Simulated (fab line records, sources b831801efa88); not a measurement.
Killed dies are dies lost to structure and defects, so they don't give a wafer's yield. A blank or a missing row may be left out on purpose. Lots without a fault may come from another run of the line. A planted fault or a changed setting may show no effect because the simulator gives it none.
fab line records | flow gf180mcu
record lots=14 wafers=42 last_day=34
route steps=602 shown STI@23 HV_LDD@182 NSD@243 M2@364
lots that met no fault: from a run of the same line without faults
start_h: hours from the record's first day to the start of the lot's first wafer shown | wait_h: hours since the lot's step before | " the same as in the row above | L1.1+2: a row that stands for several wafers | - no value, or no start given | * or withheld: withheld | < > ~ a bound
route shown NAME@n: a module of which the file shows steps, and the number in the route of the first | usual: mean/standard deviation of fault-free wafers | same: alike in all rows | chamber/n: place in a boat | sites: the reading at each site | _std_site: their standard deviation | _edge_site: outer sites' mean less inner sites' | radius_mm: how far each site lies from the wafer's centre | mask NAME#n: copy n | behind: the tool/chamber that last shaped the wafer | hold: why the lot was held/for how many hours/how that ended | device: the transistor (n, p or np) that didn't switch | end of line: the same wafers' tests at the end of the route | a step without rows: its recipe alone | killed: dies lost to structure and defects at the first sort, not the wafer's yield | map: a wafer's dies, x killed, . not, _ none there
set.NAME: the setting as run; set.NAME@STEP: as run at that earlier step | model.NAME: the simulator's own value behind a step, which no gauge read
steps of the route over a sample of lots; a table a step, a row a wafer
services: from which hour (start_h, from the record's first day; less than 0 if before it) a tool's chamber was out of use, for how many hours, and why
## steps
# step GF_STI_THK_MEAS_22
# recipe reads=SiO2_of_STI_OXIDATION_21
# usual STI_OXIDATION_01_THK=15.09/0.23
# columns lot.wafer tool chamber start_h wait_h STI_OXIDATION_01_THK[nm]
L525.4 film_metro-01 - 33.35 0.0 15.42
L525.5 " - " " 15.56
L525.6 " - " " 15.08
L526.1 film_metro-01 - 38.65 0.0 15.30
L526.2 " - " " 15.17
L526.6 " - " " 15.24
L527.4 film_metro-02 - 46.64 0.0 15.17
L527.5 " - " " 15.14
L527.6 " - " " 15.04
L528.1 film_metro-04 - 51.79 0.0 14.65
L528.2 " - " " 14.72
L528.3 " - " " 14.83
L529.2 film_metro-04 - 54.37 0.0 15.12
L529.3 " - " " 14.89
L529.5 " - " " 15.07
L530.2 film_metro-02 - 60.00 0.0 15.00
L530.4 " - " " 14.72
L530.6 " - " " 14.71
L531.1 film_metro-02 - 66.58 0.0 15.27
L531.3 " - " " 15.25
L531.5 " - " " 15.27
L533.1 film_metro-01 - 73.66 0.0 15.43
L533.3 " - " " 15.61
L533.5 " - " " 15.68
L534.1 film_metro-02 - 79.95 0.0 14.98
L534.4 " - " " 14.95
L534.6 " - " " 14.86
L539.1 film_metro-04 - 104.61 0.0 15.08
L539.2 " - " " 15.21
L539.3 " - " " 15.03
L540.2 film_metro-04 - 110.22 0.0 15.15
L540.5 " - " " 15.24
L540.6 " - " " 15.16
L541.2 film_metro-04 - 117.23 0.0 15.30
L541.3 " - " " 15.11
L541.6 " - " " 15.48
L546.2 film_metro-01 - 140.87 0.0 15.09
L546.3 " - " " 14.99
L546.5 " - " " 15.20
L547.1 film_metro-04 - 145.48 0.0 14.58
L547.3 " - " " 14.76
L547.6 " - " " 14.79
# step GF_HV_LDD_DEVELOP_06
# recipe develop_time_s=60 dev_temp_c=23
# usual chill_plate_temp_C=22.97/0.093 develop_time_s=60/0 exhaust_pa=45.0/0.93
# columns lot.wafer tool chamber start_h wait_h chill_plate_temp_C develop_time_s exhaust_pa
L525.4 litho_track-03 0 221.03 0.1 22.83 60 43.4
L525.5 " 0 " " 22.79 60 43.3
L525.6 " 0 " " 22.83 60 43.0
L526.1 litho_track-02 0 232.25 0.1 22.78 60 45.8
L526.2 " 0 " " 22.91 60 45.4
L526.6 " 0 " " 22.93 60 45.2
L527.4 litho_track-02 0 245.02 0.1 23.07 60 45.1
L527.5 " 0 " " 23.02 60 45.3
L527.6 " 0 " " 23.02 60 44.6
L528.1 litho_track-03 0 250.80 0.1 23.00 60 46.0
L528.2 " 0 " " 22.94 60 44.9
L528.3 " 0 " " 22.71 60 44.8
L529.2 litho_track-02 0 257.02 0.1 22.94 60 44.5
L529.3 " 0 " " 22.90 60 46.6
L529.5 " 0 " " 22.98 60 45.7
L530.2 litho_track-01 0 263.68 0.1 23.01 60 44.7
L530.4 " 0 " " 22.90 60 43.5
L530.6 " 0 " " 22.99 60 44.1
L531.1 litho_track-02 0 267.60 0.1 22.93 60 44.6
L531.3 " 0 " " 23.05 60 46.0
L531.5 " 0 " " 23.04 60 43.9
L533.1 litho_track-02 0 280.20 0.1 22.96 60 43.5
L533.3 " 0 " " 23.05 60 45.1
L533.5 " 0 " " 23.13 60 43.6
L534.1 litho_track-03 0 288.10 0.1 22.89 60 44.6
L534.4 " 0 " " 22.85 60 44.8
L534.6 " 0 " " 23.03 60 44.4
L539.1 litho_track-02 0 324.85 0.1 23.04 60 45.1
L539.2 " 0 " " 23.05 60 43.6
L539.3 " 0 " " 22.95 60 44.7
L540.2 litho_track-02 - 332.22 0.1 - - -
L540.5 " - " " - - -
L540.6 " - " " - - -
L541.2 litho_track-03 - 340.18 0.1 - - -
L541.3 " - " " - - -
L541.6 " - " " - - -
L546.2 litho_track-03 0 375.13 0.1 23.11 60 45.1
L546.3 " 0 " " 22.84 60 43.6
L546.5 " 0 " " 22.92 60 44.3
L547.1 litho_track-01 0 382.80 0.1 22.94 60 44.4
L547.3 " 0 " " 22.92 60 44.5
L547.6 " 0 " " 22.98 60 45.2
# step GF_NSD_OVL_MEAS_08
# usual NSD_OVL=-1.8/1.4
# columns lot.wafer tool chamber start_h wait_h NSD_OVL[nm]
L525.4 overlay-01 - 300.39 0.1 -0.9
L525.5 " - " " -1.7
L525.6 " - " " -0.9
L526.1 overlay-01 - 313.93 0.1 -0.4
L526.2 " - " " -0.6
L526.6 " - " " -1.0
L527.4 overlay-01 - 328.39 0.1 -0.6
L527.5 " - " " -0.8
L527.6 " - " " -0.4
L528.1 overlay-02 - 334.62 0.1 -2.9
L528.2 " - " " -1.1
L528.3 " - " " -1.2
L529.2 overlay-01 - 341.43 0.1 0.1
L529.3 " - " " 0.0
L529.5 " - " " -0.3
L530.2 overlay-01 - 348.87 0.1 0.7
L530.4 " - " " -1.1
L530.6 " - " " -1.3
L531.1 overlay-02 - 356.58 0.1 -1.5
L531.3 " - " " -1.5
L531.5 " - " " -1.8
L533.1 overlay-01 - 368.02 0.1 -2.0
L533.3 " - " " -0.8
L533.5 " - " " -3.0
L534.1 overlay-02 - 377.87 0.1 -2.0
L534.4 " - " " -2.3
L534.6 " - " " -3.6
L539.1 overlay-01 - 418.57 0.1 0.6
L539.2 " - " " 0.4
L539.3 " - " " -0.8
L546.2 overlay-02 - 474.43 0.1 -3.6
L546.3 " - " " -4.1
L546.5 " - " " -4.6
L547.1 overlay-02 - 482.37 0.1 -1.5
L547.3 " - " " 0.0
L547.6 " - " " -1.8
# step GF_M2_SPUTTER_02
# recipe material=AlCu target_thk_nm=450 power_w=10600 time_s=23.9 chamber_pressure_pa=0.4
# usual throttle_valve_pct=30.4/1.2
# columns lot.wafer tool chamber start_h wait_h throttle_valve_pct
L525.4 pvd_sputter-02 - 416.55 0.0 31.0
L525.5 " - " " 31.2
L525.6 " - " " 29.5
L526.1 pvd_sputter-02 - 432.04 0.0 31.4
L526.2 " - " " 29.7
L526.6 " - " " 29.4
L527.4 pvd_sputter-03 - 450.47 0.0 29.4
L527.5 " - " " 29.3
L527.6 " - " " 29.6
L528.1 pvd_sputter-02 - 455.90 0.0 31.2
L528.2 " - " " 29.8
L528.3 " - " " 31.2
L529.2 pvd_sputter-02 - 465.07 0.0 31.3
L529.3 " - " " 31.3
L529.5 " - " " 31.2
L530.2 pvd_sputter-02 - 471.60 0.0 29.5
L530.4 " - " " 30.1
L530.6 " - " " 29.4
L531.1 pvd_sputter-03 - 480.64 0.0 29.2
L531.3 " - " " 29.6
L531.5 " - " " 28.9
L533.1 pvd_sputter-01 - 493.21 0.0 32.8
L533.3 " - " " 29.9
L533.5 " - " " 29.7
L534.1 pvd_sputter-02 - 504.49 0.0 29.3
L534.4 " - " " 29.9
L534.6 " - " " 29.7
L539.1 pvd_sputter-03 - 546.84 0.0 29.3
L539.2 " - " " 29.7
L539.3 " - " " 28.3
L546.2 pvd_sputter-01 - 593.96 0.0 31.3
L546.3 " - " " 30.2
L546.5 " - " " 31.4
L547.1 pvd_sputter-01 - 601.93 0.0 30.0
L547.3 " - " " 29.6
L547.6 " - " " 32.9
## services
# columns tool chamber start_h hours kind
pvd_sputter-03 - 237.09 7.6 repair
pvd_sputter-03 - 245.39 1.4 repair
pvd_sputter-01 - 275.21 7.2 repair
pvd_sputter-01 - 289.57 1.3 repair
pvd_sputter-03 - 292.90 4.7 repair
litho_track-03 - 334.16 - consumable_replace:filter
pvd_sputter-01 - 340.06 3.3 repair
pvd_sputter-01 - 412.45 2.3 repair
pvd_sputter-02 - 478.40 4.0 repair
pvd_sputter-02 - 482.60 2.0 repair
pvd_sputter-02 - 574.78 0.8 repair
pvd_sputter-02 - 598.67 3.8 repair
## key
first_sign step=GF_HV_LDD_DEVELOP_06 reading=tool_record direction=missing
effect none on later readings
met_at GF_HV_LDD_DEVELOP_06
struck_lots L540,L541
later_rows_left_out L540.2,L540.5,L540.6,L541.2,L541.3,L541.6
sort_left_out L540.2,L540.5,L540.6,L541.2,L541.3,L541.6
tester_left_out L540,L541
not_acting_at GF_STI_THK_MEAS_22,GF_NSD_OVL_MEAS_08,GF_M2_SPUTTER_02
onset_between 324.85 332.22
fault kind=skipped_step_whole tool=litho_track-02,litho_track-03 chamber=- onset_h=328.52 steps=GF_HV_LDD_DEVELOP_06 scope=struck_lots_only
# tester_left_out: of these lots the tester's yield and bins aren't shown, on N5 and GAA mostly nor the transistor test; their killed dies are dies lost to structure and defects alone, not to doping, threshold or leakage, so they don't give the yield
# sort_left_out: the simulated sort isn't trusted on such a fault, so these wafers' sort isn't shown, and their yield isn't known
# later_rows_left_out: the simulator's readings of these wafers behind a module that went badly wrong aren't trusted and aren't shown, but for the sort
